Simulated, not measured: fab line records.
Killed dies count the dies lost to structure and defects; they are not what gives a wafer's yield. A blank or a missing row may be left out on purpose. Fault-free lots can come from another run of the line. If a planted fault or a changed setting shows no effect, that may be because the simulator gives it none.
fab line records | flow sky130
record: lots: 13 wafers: 39 last_day: 51
route steps=708 shown LOCAL_INTERCONNECT@398 CONTACT@421 METAL1@434 PAD_OPEN@708
lots untouched by any fault: they come from a run of this same line in which no faults occurred
start_h: hours from the record's opening day to when the first of the lot's shown wafers began | wait_h: time in hours since the lot's previous step | " as in the row above | L1.1+2: one row covering several wafers at once | - no value present, or no start provided | * or withheld: withheld | < > ~ a bound
route shown NAME@n: names a module that has steps shown in the file, with the first one's number in the route | usual: the fault-free wafers' mean and standard deviation | same: alike in all rows | chamber/n: place in a boat | sites: readings site by site | _std_site: standard deviation across them | _edge_site: inner sites' mean taken away from outer sites' mean | radius_mm: for every site, how far away it sits from the centre of the wafer | mask NAME#n: copy n | behind: the tool/chamber that last shaped the wafer | hold: why the lot went on hold/how many hours it stayed there/how the hold came to an end | device: names the non-switching transistor (n, p or np) | end of line: the same wafers' tests at the end of the route | step lacking rows: just its recipe | killed: dies lost to structure and defects at the first sort, not the wafer's yield | map: dies across one wafer; x = killed, . = not, _ = none there
set.NAME: the setting as run; set.NAME@STEP: as run at that earlier step | model.NAME: the simulator's own value behind a step, which no gauge read
a sample of lots followed through the steps of the route, with each step as a table and each wafer as a row
services: when a tool's chamber went out of use (start_h, in hours from the record's first day, below 0 if earlier), for how many hours, and the reason
== steps ==
step: SKY_LOCAL_INTERCONNECT_CD_MEAS_11
recipe: target_cd_nm: 170
usual: cd_nm: 169.6/1.5
columns lot.wafer tool chamber start_h wait_h cd_nm
L293.1 cd_sem-01 - 731.42 - 167.5
L293.4 " - " " 169.5
L293.5 " - " " 166.9
L294.1 cd_sem-02 - 735.39 - 170.6
L294.4 " - " " 168.8
L294.5 " - " " 170.1
L300.3 cd_sem-02 - 783.28 - 170.3
L300.5 " - " " 169.7
L300.6 " - " " 169.6
L301.1 cd_sem-01 - 784.92 - 170.3
L301.3 " - " " 170.5
L301.4 " - " " 170.2
L307.1 cd_sem-02 - 835.59 - 171.2
L307.4 " - " " 172.0
L307.6 " - " " 173.1
L308.3 cd_sem-01 - 843.53 - 168.5
L308.5 " - " " 168.6
L308.6 " - " " 168.3
L310.1 cd_sem-01 - 861.71 - 168.8
L310.2 " - " " 168.7
L310.3 " - " " 170.3
L311.1 cd_sem-01 - 882.61 - 169.7
L311.5 " - " " 171.8
L311.6 " - " " 169.1
L314.1 cd_sem-02 - 885.66 - 167.5
L314.2 " - " " 167.9
L314.5 " - " " 166.6
L313.2 cd_sem-02 - 887.23 - 169.3
L313.4 " - " " 169.8
L313.6 " - " " 168.4
L312.1 cd_sem-02 - 888.16 - 173.2
L312.3 " - " " 170.7
L312.4 " - " " 172.2
L315.4 cd_sem-01 - 892.30 - 171.6
L315.5 " - " " 171.1
L315.6 " - " " 170.8
L316.1 cd_sem-01 - 900.16 - 169.5
L316.4 " - " " 169.0
L316.6 " - " " 168.6
step: SKY_CONTACT_OVL_MEAS_15
usual: CONTACT_OVL: -3/4.9
columns lot.wafer tool chamber start_h wait_h CONTACT_OVL[nm]
L293.1 overlay-01 - 761.54 0.1 -2
L293.4 " - " " -3
L293.5 " - " " -2
L294.1 overlay-01 - 764.94 0.1 -4
L294.4 " - " " -8
L294.5 " - " " -9
L300.3 overlay-02 - 811.01 0.1 -2
L300.5 " - " " -6
L300.6 " - " " 2
L301.1 overlay-02 - 813.04 0.1 -4
L301.3 " - " " 1
L301.4 " - " " 6
L307.1 overlay-01 - 863.52 0.1 -5
L307.4 " - " " -1
L307.6 " - " " 4
L308.3 overlay-02 - 871.18 0.1 -8
L308.5 " - " " -8
L308.6 " - " " -10
L310.1 overlay-01 - 889.79 0.1 -2
L310.2 " - " " -4
L310.3 " - " " -7
L311.1 overlay-02 - 909.59 0.1 -6
L311.5 " - " " -7
L311.6 " - " " -2
L314.1 overlay-01 - 913.28 0.1 7
L314.2 " - " " 3
L314.5 " - " " 1
L313.2 overlay-01 - 914.92 0.1 -11
L313.4 " - " " -2
L313.6 " - " " -6
L312.1 overlay-02 - 915.64 0.1 -2
L312.3 " - " " -5
L312.4 " - " " 0
L315.4 overlay-01 - 919.87 0.1 3
L315.5 " - " " 2
L315.6 " - " " 9
L316.1 overlay-02 - 927.64 0.1 1
L316.4 " - " " -7
L316.6 " - " " -4
step: SKY_METAL1_SPUTTER_00
recipe: material: Ti target_thk_nm: 15 power_w: 3000 time_s: 10 chamber_pressure_pa: 0.4
usual: chamber_pressure_pa: 0.3999/0.00084 throttle_valve_pct: 29.5/0.9
columns lot.wafer tool chamber start_h wait_h chamber_pressure_pa throttle_valve_pct
L293.1 pvd_sputter-02 - 762.96 0.2 0.4003 30.3
L293.4 " - " " 0.3998 29.4
L293.5 " - " " 0.3995 29.8
L294.1 pvd_sputter-03 - 766.36 0.1 0.3991 29.7
L294.4 " - " " 0.4002 31.2
L294.5 " - " " 0.3999 28.4
L300.3 pvd_sputter-01 - 812.40 0.2 0.3470 31.1
L300.5 " - " " 0.3458 33.0
L300.6 " - " " 0.3476 32.2
L301.1 pvd_sputter-01 - 814.49 0.1 0.3466 30.7
L301.3 " - " " 0.3477 30.6
L301.4 " - " " 0.3483 33.0
L307.1 pvd_sputter-02 - 864.93 0.2 0.3995 30.3
L307.4 " - " " 0.3998 29.2
L307.6 " - " " 0.4002 29.6
L308.3 pvd_sputter-02 - 872.58 0.2 0.3996 29.4
L308.5 " - " " 0.3995 29.6
L308.6 " - " " 0.4000 29.2
L310.1 pvd_sputter-01 - 891.21 0.2 0.3991 30.0
L310.2 " - " " 0.3992 28.9
L310.3 " - " " 0.4008 30.9
L311.1 pvd_sputter-01 - 911.04 0.1 0.4009 30.0
L311.5 " - " " 0.3987 28.8
L311.6 " - " " 0.4000 30.1
L314.1 pvd_sputter-02 - 915.01 0.2 0.4010 29.5
L314.2 " - " " 0.3987 30.4
L314.5 " - " " 0.3995 29.6
L313.2 pvd_sputter-03 - 916.36 0.1 0.4005 31.3
L313.4 " - " " 0.3992 27.4
L313.6 " - " " 0.3999 30.0
L312.1 pvd_sputter-01 - 917.10 0.1 0.4002 30.2
L312.3 " - " " 0.3996 28.5
L312.4 " - " " 0.3992 28.8
L315.4 pvd_sputter-02 - 921.26 0.2 0.3998 30.4
L315.5 " - " " 0.4012 29.3
L315.6 " - " " 0.3992 30.5
L316.1 pvd_sputter-01 - 929.06 0.2 0.4004 31.1
L316.4 " - " " 0.3993 28.5
L316.6 " - " " 0.3994 28.7
step: SKY_METAL1_THK_MEAS_06
recipe: thk_meas_gauge: xrf reads: AlCu_of_METAL1_SPUTTER_02
usual: METAL1_ALCU_THK: 253/3.2
columns lot.wafer tool chamber start_h wait_h METAL1_ALCU_THK[nm]
L293.1 film_metro-04 - 763.22 0.1 255
L293.4 " - " " 255
L293.5 " - " " 253
L294.1 film_metro-03 - 766.62 0.1 247
L294.4 " - " " 248
L294.5 " - " " 249
L300.3 film_metro-04 - 812.70 0.1 253
L300.5 " - " " 258
L300.6 " - " " 253
L301.1 film_metro-03 - 814.75 0.1 251
L301.3 " - " " 257
L301.4 " - " " 254
L307.1 film_metro-04 - 865.19 0.1 261
L307.4 " - " " 261
L307.6 " - " " 261
L308.3 film_metro-03 - 872.86 0.1 253
L308.5 " - " " 251
L308.6 " - " " 252
L310.1 film_metro-01 - 891.47 0.1 247
L310.2 " - " " 252
L310.3 " - " " 249
L311.1 film_metro-01 - 911.30 0.1 246
L311.5 " - " " 246
L311.6 " - " " 247
L314.1 film_metro-04 - 915.27 0.1 253
L314.2 " - " " 255
L314.5 " - " " 253
L313.2 film_metro-04 - 916.63 0.1 256
L313.4 " - " " 254
L313.6 " - " " 257
L312.1 film_metro-04 - 917.36 0.1 251
L312.3 " - " " 255
L312.4 " - " " 254
L315.4 film_metro-03 - 921.55 0.1 254
L315.5 " - " " 254
L315.6 " - " " 255
L316.1 film_metro-01 - 929.32 0.1 252
L316.4 " - " " 252
L316.6 " - " " 252
step: SKY_PAD_OPEN_PROBE_99
usual: defect_limited_yield: 82.4/1.8 killed_at_M0_to_M3: 43/6.6 killed_at_M4_up: 3.1/1.9 killed_at_contacts: 24/5.2 killed_at_front_end: 16/4.5 killed_at_other: 0.4/0.62 killed_dies: 87/9 killed_open: 48/7 killed_short: 39/6.2 sort_bin_3_pad_short: 0.9/0.44 sort_bin_5_function: 10.3/1.3 sort_bin_6_memory: 6.5/1.1 sort_n_pass: 405/9 sort_yield_pct: 82.4/1.8
same: gross_dies: 492 killed_at_back_side: 0 sort_bin_4_leakage[%]: 0 sort_bin_8_speed[%]: 0
columns lot.wafer tool chamber start_h wait_h defect_limited_yield[%] killed_at_M0_to_M3 killed_at_M4_up killed_at_contacts killed_at_front_end killed_at_other killed_dies killed_open killed_short sort_bin_3_pad_short[%] sort_bin_5_function[%] sort_bin_6_memory[%] sort_n_pass sort_yield_pct[%]
L300.3 prober-01 - 1141.05 0.2 81.3 48 3 21 20 0 92 41 51 1.0 10.4 7.3 400 81.3
L300.5 prober-01 - 1141.15 0.2 81.9 38 4 23 24 0 89 56 33 0.4 10.4 7.3 403 81.9
L300.6 prober-01 - 1141.20 0.2 81.3 44 1 30 16 1 92 48 44 1.0 11.4 6.3 400 81.3
killed by level:class
L300.3 METAL2:geometric_particle:short=7 METAL1:geometric_particle:short=7 VIA2:geometric_particle:open=7 VIA3:geometric_particle:open=6 CONTACT:geometric_particle:open=5 POLY_GATE:geometric_particle:open=5 VIA2:geometric_particle:short=5 VIA1:geometric_particle:open=5
L300.5 VIA1:geometric_particle:open=15 FIELD_ISO:geometric_particle:open=10 CONTACT:geometric_particle:open=8 LI_CONTACT:geometric_particle:open=7 FIELD_ISO:geometric_particle:short=6 POLY_GATE:geometric_particle:open=5 VIA2:geometric_particle:open=5 VIA3:geometric_particle:open=4
L300.6 CONTACT:geometric_particle:open=12 VIA1:geometric_particle:open=8 POLY_GATE:geometric_particle:open=7 METAL2:geometric_particle:short=7 VIA1:geometric_particle:short=6 VIA3:geometric_particle:open=5 LI_CONTACT:geometric_particle:open=5 CONTACT:geometric_particle:short=5
== services ==
columns tool chamber start_h hours kind
pvd_sputter-02 - 745.00 10.9 repair
pvd_sputter-01 - 815.64 29.9 repair
pvd_sputter-02 - 819.87 9.2 repair
pvd_sputter-02 - 825.27 1.7 repair
== key ==
first_sign: step: SKY_METAL1_SPUTTER_00 reading: chamber_pressure_pa direction: down sigmas: 63 usual: 0.3999 struck: 0.3472
effect: step: SKY_METAL1_SPUTTER_00 reading: throttle_valve_pct direction: up sigmas: 2.5 usual: 29.5 struck: 31.8
met_at SKY_METAL1_SPUTTER_00
struck_lots L300,L301
not_acting_at SKY_LOCAL_INTERCONNECT_CD_MEAS_11,SKY_CONTACT_OVL_MEAS_15,SKY_METAL1_THK_MEAS_06
fault: kind: process_parameter_drift tool: pvd_sputter-01 chamber: - onset_h: 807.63 steps: SKY_METAL1_SPUTTER_00 channel: chamber_pressure_pa offset: -0.052314 shape: step end_h: 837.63 acts_in: these_recipes_only stated: 0.4
